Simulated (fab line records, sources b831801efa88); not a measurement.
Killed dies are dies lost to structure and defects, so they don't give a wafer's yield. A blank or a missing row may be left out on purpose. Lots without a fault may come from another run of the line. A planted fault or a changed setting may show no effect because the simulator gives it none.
Problem report in the 8D (eight disciplines) form, filled by code | flow sky130 | the parts of the form that need people (team, actions taken, sign-off) are left out

1. THE PROBLEM
exposure_dose_mJ_cm2 at SKY_SONOS_TUNNEL_EXPOSE_04 reads a mean of 135.26 on 2 wafers of 1 lot; wafers without a fault read 135.94 with a standard deviation of 0.13. That is -5.2 standard deviations from the usual mean.
The step: exposes mask TUNM, target cd 410 nm.
First seen on wafer L591.3, day 16 12:57, on iline_stepper-02. The record holds 14 wafers of 5 lots with a number at this step. Rule for "out", or "out of limits": more than 4 standard deviations from the usual mean. The other wafers with a number count as sound.

2. WHAT IT IS AND WHAT IT IS NOT
question                    | is                     | is not
which readings at this step | exposure_dose_mJ_cm2   | -
which lots                  | L591                   | L577, L585, L586, L589
which wafers of those lots  | all that have a number | -
read on which tools         | iline_stepper-02       | iline_stepper-01
when                        | from day 16 12:57      | up to then (12 sound wafers)

3. SUSPECTS, AND WHAT RULES EACH OUT
Counting: a tool at a process step up to the reading stays a suspect if it ran every lot that is out and no sound lot after the first of them.
- plasma_asher-01 at SKY_VT_ADJUST_PCH_STRIP_09 (strips in O2/N2): kept. It ran the lot that is out, L591 (day 15 22:29), and no sound lot after that; its last sound lot up to then is L589 (day 15 09:47).
- iline_stepper-02 at SKY_SONOS_TUNNEL_EXPOSE_04 (exposes mask TUNM, target cd 410 nm): kept. It ran the lot that is out, L591 (day 16 12:57), and no sound lot after that; its last sound lot up to then is L585 (day 14 12:46). Its own readings are out on those wafers: exposure_dose_mJ_cm2.
Left after counting: plasma_asher-01 at SKY_VT_ADJUST_PCH_STRIP_09, iline_stepper-02 at SKY_SONOS_TUNNEL_EXPOSE_04.

4. THE CAUSE (what the simulator had put in)
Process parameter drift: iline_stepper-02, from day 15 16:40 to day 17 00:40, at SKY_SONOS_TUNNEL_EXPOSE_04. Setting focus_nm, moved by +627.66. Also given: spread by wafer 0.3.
Counting left 2 suspects, and this tool is among them.

5. THE CHAIN OF EFFECTS, in route order
Each row: a reading whose mean over the struck wafers that have a number lies more than 3 standard deviations from the usual. Only readings for which the record gives a usual standard deviation are gone through. hours: the time from each lot's start at the first step in this table that gives one to its start at this step, as a median over the lots. sigmas: the change in usual standard deviations.
hours | step                        | reading              | usual    | on struck wafers | change | sigmas
0     | SKY_SONOS_TUNNEL_EXPOSE_04  | exposure_dose_mJ_cm2 | 135.94   | 135.26           | -0.68  | -5.2
13    | SKY_SONOS_TUNNEL_CD_MEAS_07 | cd_nm                | 410.9 nm | 417.8            | +6.9   | +3.1
The process steps in it:
- SKY_SONOS_TUNNEL_EXPOSE_04: exposes mask TUNM, target cd 410 nm.
Later measuring or inspecting steps at which every struck wafer that the step has a row for has a number for every such reading, and none has moved that far: SKY_SONOS_TUNNEL_OVL_MEAS_08.

6. WHAT WOULD HAVE CAUGHT IT SOONER
In this record the first reading out of limits was taken at day 16 12:57, 20 hours after the fault began at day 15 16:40.
